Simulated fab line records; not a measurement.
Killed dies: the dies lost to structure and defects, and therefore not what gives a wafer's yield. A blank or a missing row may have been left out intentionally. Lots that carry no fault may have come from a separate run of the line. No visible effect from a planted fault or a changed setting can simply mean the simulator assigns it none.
Which tool was responsible? | flow gf180mcu | 6 lots, 18 wafers sampled, at 3 steps of a route of 602

== WHAT THE GAUGES READ, wafer by wafer ==
GF_PSD_RS_MEAS_14: uses a four-point probe to measure.
lot  | measured     | on            | NSD_RS (ohm/sq)
L902 | day 14 19:26 | film-metro-02 | 46.18 46.02 46.09
L911 | day 18 03:34 | film-metro-02 | 47.73 47.63 47.63
L915 | day 19 07:40 | film-metro-02 | 46.18 46.17 46.19
L918 | day 20 08:25 | film-metro-04 | 46.07 46.11 46.21
L921 | day 21 08:20 | film-metro-03 | 46.19 46.12 46.22
L923 | day 22 01:44 | film-metro-02 | 46.10 46.05 46.03

== WHAT TOOL EACH LOT RAN ON (gives the tool, then ch and the chambers of the sampled wafers, and finally the start) ==
lot  | GF_NSD_IMPLANT_09               | GF_NSD_STRIP_11
L902 | implanter-01 ch 0, day 13 21:55 | plasma-asher-01 ch 0,1, day 13 22:13
L911 | implanter-02 ch 0, day 17 03:40 | plasma-asher-03 ch 0,1, day 17 03:56
L915 | implanter-03 ch 0, day 18 07:20 | plasma-asher-01 ch 0,1, day 18 07:37
L918 | implanter-01 ch 0, day 19 08:07 | plasma-asher-04 ch 0,1, day 19 08:25
L921 | implanter-02 ch 0, day 20 07:28 | plasma-asher-03 ch 0,1, day 20 07:46
L923 | implanter-01 ch 0, day 21 00:19 | plasma-asher-01 ch 0,1, day 21 00:37
- GF_NSD_IMPLANT_09
- GF_NSD_STRIP_11: strips in O2/N2.

== THE ANSWER, worked out from the rows above alone ==
Rule: what is usual is taken from the lots themselves. Put in order of their means at a reading, lots are off if they are a third of the lots or fewer, leave a main group of 4 or more, and stand apart from it by a gap of 3 or more times the standard deviation of the main group's means; of several such gaps the widest counts. The tables above print the reading to a certain number of digits; a main group whose means all agree to those digits is not used. A lot without any number at a reading at which 4 lots or more have one is off too. The other lots that the step has rows for count as sound.
Off: L911, seen at GF_PSD_RS_MEAS_14 (NSD_RS). Main group: mean 46.13 ohm/sq, sd 0.046.
If a tool, at a process step before that reading, ran all the lots that are off and no sound lot after the first of them, it fits. Gauges at GF_PSD_RS_MEAS_14: tried the same way as those tools. No candidate that was tried fits.

== WHAT THE SIMULATOR HAD INSERTED ==
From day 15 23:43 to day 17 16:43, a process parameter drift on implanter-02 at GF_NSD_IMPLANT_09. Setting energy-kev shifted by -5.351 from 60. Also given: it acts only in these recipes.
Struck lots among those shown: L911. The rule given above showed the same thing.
